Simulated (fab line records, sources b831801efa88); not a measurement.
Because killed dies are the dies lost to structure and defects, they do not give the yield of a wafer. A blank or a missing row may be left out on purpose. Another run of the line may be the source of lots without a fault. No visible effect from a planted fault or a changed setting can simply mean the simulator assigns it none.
A struck lot beside a sound one | flow sky130 | 20 steps out of a route of 708
Sound: the wafers L997.1, L997.5, L997.6. Struck: wafers L101.5, L101.6 (left out: L101.1, a lot-mate that was not struck); the cause follows at the end.
Per side, at each step with rows, come the tool, then ch with its chambers, and then its first start. Under that, the readings that differ: sound wafers | struck wafers | difference of the means | sigmas: that difference in standard deviations of wafers without a fault.
alike: readings whose means differ by less than 2 such deviations, and words and numbers that are the same on both sides. not compared: withheld readings, readings that some wafer has no value for, bounds like >300 that may hide the same value, and numbers for which the record gives no deviation and whose values overlap.
A row with sigmas, a row that says differs or no value, or rows on one side alone: a step with any of these is where the two part. Non-overlapping numbers with no deviation appear without sigmas and do not part them. A reading missing from all wafers of one side parts the sides only when that side holds two or more wafers.

SKY_LI_CONTACT_CVD_21: deposits W, target thk 400 nm, time 120.56 s.
  sound on cvd_w-01 ch 0,1, day 33 12:45; struck on cvd_w-01 ch 0,1, day 34 08:22
  alike: heater_power_w
SKY_LI_CONTACT_RS_MEAS_22: a four-point-probe measurement.
  struck on film_metro-04, day 34 08:30; sound on film_metro-03, day 33 12:53
  alike: LI_CONTACT_W_RS
SKY_LI_CONTACT_THK_MEAS_23: measures by xrf.
  struck on film_metro-04, day 34 08:37; sound on film_metro-03, day 33 13:00
  alike: LI_CONTACT_W_THK
SKY_LI_CONTACT_CMP_24: polishes, stops on PSG, t overpolish 20 s, target thk 0 nm.
  sound on cmp-02 ch 1,2,3, day 33 13:13; struck on cmp-01 ch 0,3, day 34 08:47
  reading             | sound        | struck    | difference | sigmas
  motor_current_A (A) | 9.6 11.1 9.8 | 12.2 12.6 | +2.2       | +2
  alike: overpolish_run_s, time_to_endpoint_s
SKY_LOCAL_INTERCONNECT_SPUTTER_00: material TiN, target thk 100 nm, time 83.3 s.
  struck on pvd_sputter-04, day 34 08:59; sound on pvd_sputter-03, day 33 13:22
  alike: chamber_pressure_pa, throttle_valve_pct
SKY_LOCAL_INTERCONNECT_RS_MEAS_01: a four-point-probe measurement.
  struck on film_metro-02, day 34 09:02; sound on film_metro-04, day 33 13:25
  alike: LOCAL_INTERCONNECT_TIN_RS
SKY_LOCAL_INTERCONNECT_THK_MEAS_02: measures by xrf.
  struck on film_metro-02, day 34 09:10; sound on film_metro-04, day 33 13:32
  alike: LOCAL_INTERCONNECT_TIN_THK
then, 5 steps without rows for these wafers: SKY_LOCAL_INTERCONNECT_DEHYDRATE_03 (time 60 s); SKY_LOCAL_INTERCONNECT_HMDS_04 (prime time 60 s); SKY_LOCAL_INTERCONNECT_COAT_05 (resist thk 60 nm); SKY_LOCAL_INTERCONNECT_COAT_06 (resist thk 450 nm); SKY_LOCAL_INTERCONNECT_SOFTBAKE_07 (time 90 s).
SKY_LOCAL_INTERCONNECT_EXPOSE_08: exposes mask LI1M, target cd 170 nm.
  sound on krf_scanner-01 ch 0, day 34 03:42; struck on krf_scanner-01 ch 0, day 34 22:44
  alike: mask, exposure_dose_mJ_cm2
then, 2 steps without rows for these wafers: SKY_LOCAL_INTERCONNECT_PEB_09; SKY_LOCAL_INTERCONNECT_DEVELOP_10 (develop time 60 s).
SKY_LOCAL_INTERCONNECT_CD_MEAS_11: target cd 170 nm.
  struck on cd_sem-01, day 35 12:07; sound on cd_sem-01, day 34 16:29
  reading    | sound             | struck      | difference | sigmas
  cd_nm (nm) | 168.4 170.1 170.2 | 138.8 138.7 | -30.8      | -22
  not compared: hold
SKY_LOCAL_INTERCONNECT_OVL_MEAS_12:
  struck on overlay-01, day 35 13:32; sound on overlay-02, day 34 16:37
  reading | sound | struck                                            | difference                   | sigmas
  hold    | - - - | await_dispo/1.3h/release await_dispo/1.3h/release | no value on the sound wafers |
  alike: LOCAL_INTERCONNECT_OVL
SKY_LOCAL_INTERCONNECT_ETCH_13: etches BARC in N2/H2, stops on SiO2, time 45.9 s, target depth 60 nm.
  sound on rie_metal-04 ch 0,1, day 34 16:39; struck on rie_metal-04 ch 0,1, day 35 13:34
  reading                             | sound             | struck    | difference | sigmas
  model.LOCAL_INTERCONNECT.cd_nm (nm) | 167.8 169.7 169.2 | 138 137.3 | -31        |
  alike: drypump_motor_current_A, oes_product_au, throttle_valve_pct
  not compared: rf_hours_counter_h
SKY_LOCAL_INTERCONNECT_METAL_ETCH_14: etches TiN in Cl2/BCl3, stops on PSG, target depth 110 nm, time 31.4 s.
  sound on rie_metal-04 ch 0,1, day 34 16:43; struck on rie_metal-04 ch 0,1, day 35 13:38
  reading                             | sound             | struck    | difference | sigmas
  model.LOCAL_INTERCONNECT.cd_nm (nm) | 168.2 170.3 168.2 | 137 137.7 | -32        |
  alike: drypump_motor_current_A, oes_product_au, throttle_valve_pct
  not compared: rf_hours_counter_h
SKY_LOCAL_INTERCONNECT_STRIP_15: strips in O2/N2.
  sound on plasma_asher-01 ch 0,1, day 34 16:46; struck on plasma_asher-04 ch 0,1, day 35 13:41
  alike: drypump_motor_current_A, oes_product_au, strip_time_to_endpoint_s
  not compared: rf_hours_counter_h

## WHERE THEY PART
Earliest at SKY_LI_CONTACT_CMP_24; latest, in this record, at SKY_LOCAL_INTERCONNECT_OVL_MEAS_12. Later steps at which nothing parts them and some readings are alike: SKY_LOCAL_INTERCONNECT_ETCH_13, SKY_LOCAL_INTERCONNECT_METAL_ETCH_14, SKY_LOCAL_INTERCONNECT_STRIP_15.

WHY: what had been put in by the simulator
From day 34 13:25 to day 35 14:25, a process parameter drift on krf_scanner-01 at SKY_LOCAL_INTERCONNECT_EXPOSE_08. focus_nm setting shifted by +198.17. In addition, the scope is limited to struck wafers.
